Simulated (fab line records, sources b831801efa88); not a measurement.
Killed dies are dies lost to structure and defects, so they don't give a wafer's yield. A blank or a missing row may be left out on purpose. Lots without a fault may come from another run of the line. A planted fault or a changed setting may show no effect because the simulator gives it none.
One fault seen from 2 desks | flow sky130 | each desk has only its own numbers; what lay behind them comes last

THE METROLOGY DESK
What the gauges read, lot by lot, whatever tool the lot ran on: means of the sampled wafers that have a number. A lot is out of limits, marked OUT, if its mean lies more than 4 standard deviations from the usual mean; the brackets give that distance.
Columns: A = LI_CONTACT_BOW at SKY_LI_CONTACT_BOW_MEAS_03, usual 56 um; B = cd_nm at SKY_METAL2_CD_MEAS_15, usual 140.3 nm; C = METAL2_OVL at SKY_METAL2_OVL_MEAS_16, usual -3 nm
lot  | first seen here | A  | B                | C
L577 | day 27 20:51    | 54 | 140.4            | -8
L580 | day 29 08:34    | 61 | 140.7            | -6
L583 | day 30 01:26    | 58 | 137.1            | -1
L585 | day 31 00:16    | 57 | 141.1            | -8
L586 | day 31 00:35    | 57 | 142.2            | -1
L587 | day 31 20:34    | 62 | 139.2            | 5
L589 | day 32 03:39    | 58 | 135.1            | -10
L590 | day 32 14:11    | 55 | 131.6 (-5.1) OUT | -4
L597 | day 34 05:07    | 53 | 142.6            | 0
L598 | day 34 15:07    | 55 | 141.0            | 1
L599 | day 34 16:13    | 51 | 141.8            | -3
L600 | day 35 02:35    | 57 | 140.7            | -11
This desk's finding: out of limits on L590; first on L590, day 39 08:39 (cd_nm at SKY_METAL2_CD_MEAS_15). In limits: L577, L580, L583, L585, L586, L587, L589, L597, L598, L599, L600.

THE TOOL OWNER'S DESK: krf_scanner-01
The tool's own readings at SKY_METAL2_EXPOSE_12 (exposes mask MM2, target cd 140 nm): means of the sampled wafers that have a number, for each lot that ran on this tool. A lot is out of limits, marked OUT, if its mean lies more than 4 standard deviations from the usual mean; the brackets give that distance.
Columns: A = stage_vel_mm_s at SKY_METAL2_EXPOSE_12, usual 499.99 mm/s
lot  | first seen here | A
L580 | day 35 19:26    | 500.30
L585 | day 37 07:21    | 499.87
L586 | day 37 08:50    | 500.27
L589 | day 38 10:56    | 499.93
L590 | day 38 19:20    | 499.82
This desk's finding: nothing out of limits on any of the 5 lots.

PUT TOGETHER
The metrology desk could have raised an alarm at day 39 08:39, on L590.
The tool owner's desk saw nothing out of limits.
The tool owner's desk has L590 on record, within its limits.
Of the lots named, all ran SKY_METAL2_EXPOSE_12 on krf_scanner-01.

WHAT THE SIMULATOR HAD PUT IN
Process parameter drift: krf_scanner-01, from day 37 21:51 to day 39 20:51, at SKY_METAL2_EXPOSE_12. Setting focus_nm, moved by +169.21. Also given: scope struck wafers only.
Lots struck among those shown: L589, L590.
Hours from the fault's start to each desk's first reading out of limits: the metrology desk, 35.
